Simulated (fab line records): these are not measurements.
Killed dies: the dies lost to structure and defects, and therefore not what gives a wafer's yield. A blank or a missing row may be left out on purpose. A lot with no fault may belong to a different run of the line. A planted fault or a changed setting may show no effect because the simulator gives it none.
A single fault, viewed from 2 desks / flow gf180mcu / every desk sees just its own numbers, and what lay behind them comes last

## METROLOGY DESK
What the gauges read for every lot (on any tool): the sampled wafers with a number, averaged. Marked OUT: a lot whose mean sits more than 4 standard deviations from the usual mean, which makes it out of limits; the brackets give that distance.
Columns: A = TOP_METAL_OVL at GF_TOP_METAL_OVL_MEAS_15, usual -0.3 nm; B = PASSIVATION_CVD_02_THK at GF_PASSIVATION_THK_MEAS_03, usual 699 nm
lot=L111; first seen here=day 28 03:57; A=1.9; B=706
lot=L112; first seen here=day 28 14:20; A=-0.0; B=695
lot=L113; first seen here=day 29 00:32; A=-0.5; B=696
lot=L114; first seen here=day 29 05:53; A=-2.0; B=706
lot=L116; first seen here=day 29 19:16; A=0.8; B=689
lot=L117; first seen here=day 30 07:32; A=0.1; B=697
lot=L118; first seen here=day 30 08:07; A=0.2; B=703
lot=L119; first seen here=day 30 17:50; A=-0.6; B=702
lot=L120; first seen here=day 31 09:15; A=0.5; B=698
lot=L124; first seen here=day 32 03:56; A=-0.4; B=709
lot=L125; first seen here=day 32 20:33; A=-2.0; B=697
lot=L129; first seen here=day 33 07:37; A=-0.5; B=700
lot=L132; first seen here=day 34 01:40; A=0.9; B=719
lot=L133; first seen here=day 34 10:35; A=-1.6; B=685
Result from this desk: across the 14 lots, nothing is out of limits.

## TOOL OWNER'S DESK, cmp-02
The tool's own readings at GF_V3_CMP_04 (polishes SiO2): means of the sampled wafers that have a number, for each lot that ran on this tool. Marked OUT: a lot whose mean sits more than 4 standard deviations from the usual mean, which makes it out of limits; the brackets give that distance.
Columns: A = head_pressure_psi at GF_V3_CMP_04, usual 3.999 psi; B = motor_current_A at GF_V3_CMP_04, usual 11.8 A; C = time_to_endpoint_s at GF_V3_CMP_04, usual 82 s
lot=L113; first seen here=day 22 08:54; A=4.007; B=11.5; C=80
lot=L114; first seen here=day 22 17:24; A=3.988; B=12.5; C=85
lot=L116; first seen here=day 23 11:12; A=4.007; B=11.8; C=83
lot=L117; first seen here=day 24 00:54; A=3.997; B=12.0; C=83
lot=L119; first seen here=day 24 14:07; A=3.995; B=12.1; C=83
lot=L120; first seen here=day 25 07:48; A=3.997; B=12.2; C=76
lot=L129; first seen here=day 27 16:33; A=4.008; B=11.6; C=88
lot=L132; first seen here=day 28 15:46; A=4.001; B=12.0; C=78
lot=L133; first seen here=day 29 02:18; A=3.999; B=11.9; C=82
Result from this desk: across the 9 lots, nothing is out of limits.

## ALL TOGETHER
Nothing out of limits was seen by the metrology desk.
Nothing out of limits was seen by the tool owner's desk.

## WHAT HAD BEEN PUT IN BY THE SIMULATOR
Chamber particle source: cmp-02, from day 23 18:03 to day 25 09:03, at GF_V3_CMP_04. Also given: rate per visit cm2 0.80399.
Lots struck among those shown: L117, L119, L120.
